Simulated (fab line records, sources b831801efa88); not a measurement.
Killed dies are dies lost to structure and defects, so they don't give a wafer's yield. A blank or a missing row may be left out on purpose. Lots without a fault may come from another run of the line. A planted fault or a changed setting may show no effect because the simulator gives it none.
Chamber matching | flow gf180mcu | GF_SAB_CVD_00 on pecvd-03: 3 sister chambers
The step deposits SiO2 from TEOS, target thk 50 nm, time 4.9302 s. 6 wafers are shown with their chamber, then 8 later ones without.

WAFERS WITH THEIR CHAMBER
wafer  | chamber | rf_fwd_power_W (W) | heater_power_outer_w (W)
L075.6 | 0       | 585                | 364
L077.1 | 0       | 583                | 364
L088.1 | 1       | 587                | 370
L088.3 | 2       | 592                | 410
L088.6 | 1       | 589                | 368
L089.1 | 2       | 590                | 414

WAFERS WITHOUT THEIR CHAMBER
wafer  | rf_fwd_power_W (W) | heater_power_outer_w (W)
L089.3 | 590                | 381
L089.5 | 588                | 306
L095.1 | 590                | 306
L095.4 | 586                | 364
L095.6 | 591                | 413
L096.1 | 588                | 302
L096.4 | 585                | 364
L096.5 | 590                | 311

WHICH CHAMBER EACH WENT THROUGH
wafer  | from the rows above     | in truth
L089.3 | 1                       | 1
L089.5 | 0                       | 0
L095.1 | 0                       | 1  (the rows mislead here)
L095.4 | can't be placed: 0 or 1 | 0
L095.6 | 2                       | 2
L096.1 | 0                       | 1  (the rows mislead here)
L096.4 | 0                       | 0
L096.5 | 0                       | 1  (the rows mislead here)
Placed correctly: 4 of 8. Can't be placed from these rows: 1 (the true chamber is among the candidates in 1). Placed wrongly: 3.
How it was worked out, from the rows above alone: a wafer's distance from a chamber is the root of the sum, over the readings, of the square of ((its reading less the chamber's mean) divided by the reading's scatter). The wafer belongs to the nearest chamber; if the next one is less than 2 further off, it can't be placed. A chamber's mean is the mean of its shown wafers. The scatter: the root of (the sum of the squares of (reading less its chamber's mean) over the shown wafers, divided by (wafers less chambers)).
